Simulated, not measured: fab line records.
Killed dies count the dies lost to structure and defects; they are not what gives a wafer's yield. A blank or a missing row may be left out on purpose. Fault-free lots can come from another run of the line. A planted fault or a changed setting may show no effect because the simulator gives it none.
Split-lot trial	flow sky130	23 wafers read from 5 lots, route of 708 steps

## THE SPLIT ITSELF
At SKY_PASSIVATION_SOFTBAKE_07, the setting temp c was moved away from the recipe's 110 C on 6 of the 23 wafers read, by -2.5% to +3.2%. This setting was run at the recipe's value on the other wafers.

## FROM THE SPLIT TO THE READING: what the file shows between them, 2 steps
- SKY_PASSIVATION_EXPOSE_08: exposes mask NSM, target cd 3000 nm
- SKY_PASSIVATION_PEB_09

## THE READING
coat_of_PASSIVATION_COAT_06.thk nm (the simulator's own value, which no gauge read), in nm, at SKY_PASSIVATION_DEVELOP_10 (develop time 61.78 s). The file gives no usual value for it. The 17 wafers here that ran the recipe average 3003 nm, standard deviation 7.2 nm.

wafer	tool, chamber at the split	temp c as run, C	against the recipe	coat_of_PASSIVATION_COAT_06.thk nm, nm	against lot-mates on the recipe
L074.1	litho track-01, 0	110	recipe	3009	-
L074.4	litho track-01, 0	110	recipe	3003	-
L074.5	litho track-01, 0	110	recipe	2994	-
L077.1	litho track-01, 0	110	recipe	2995	-
L077.2	litho track-01, 0	113.5	+3.2%	2980	-12
L077.3	litho track-01, 0	110	recipe	2991	-
L077.4	litho track-01, 0	110	recipe	2990	-
L077.6	litho track-01, 0	113.5	+3.2%	2960	-32
L078.1	litho track-01, 0	107.2	-2.5%	3043	+31
L078.2	litho track-01, 0	107.2	-2.5%	3039	+27
L078.3	litho track-01, 0	110	recipe	3010	-
L078.4	litho track-01, 0	110	recipe	3011	-
L078.5	litho track-01, 0	110	recipe	3015	-
L082.1	litho track-03, 0	110	recipe	3005	-
L082.2	litho track-03, 0	110	recipe	3003	-
L082.3	litho track-03, 0	110	recipe	3000	-
L082.4	litho track-03, 0	110	recipe	3002	-
L082.5	litho track-03, 0	110	recipe	2998	-
L083.1	litho track-01, 0	110	recipe	3003	-
L083.2	litho track-01, 0	112.2	+2.0%	2986	-21
L083.4	litho track-01, 0	110	recipe	3010	-
L083.5	litho track-01, 0	112.2	+2.0%	2990	-17
L083.6	litho track-01, 0	110	recipe	3009	-

FIT RESULTS
A straight line over all 23 wafers: coat_of_PASSIVATION_COAT_06.thk nm changes by -11.5 nm for each +1% of temp c; r = -0.89; the points scatter about the line by 8 nm.
The same after taking each lot's own level away (the mean of its wafers on the recipe; 23 wafers): -8.98 nm for each +1%; r = -0.92; scatter 5.2 nm.
The reading moves by 29 nm for the largest change in temp c, on that fit.
The span of the lots' own levels, 2992.0 to 3012.0 nm, comes to 2.8 times the standard deviation stated above.
In other words, the slope is changed by the lot-to-lot level; the two fits disagree.
Check: -33.1 nm against its lot-mates is what the line predicts for one of the wafers moved furthest among these (+3.2%) when that wafer is left out of the fit. It came out at -12 nm against them.

## THE FILE'S OWN FIT
coat_of_PASSIVATION_COAT_06.thk nm changes by -8.79 nm for each +1% of temp c, r = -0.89.
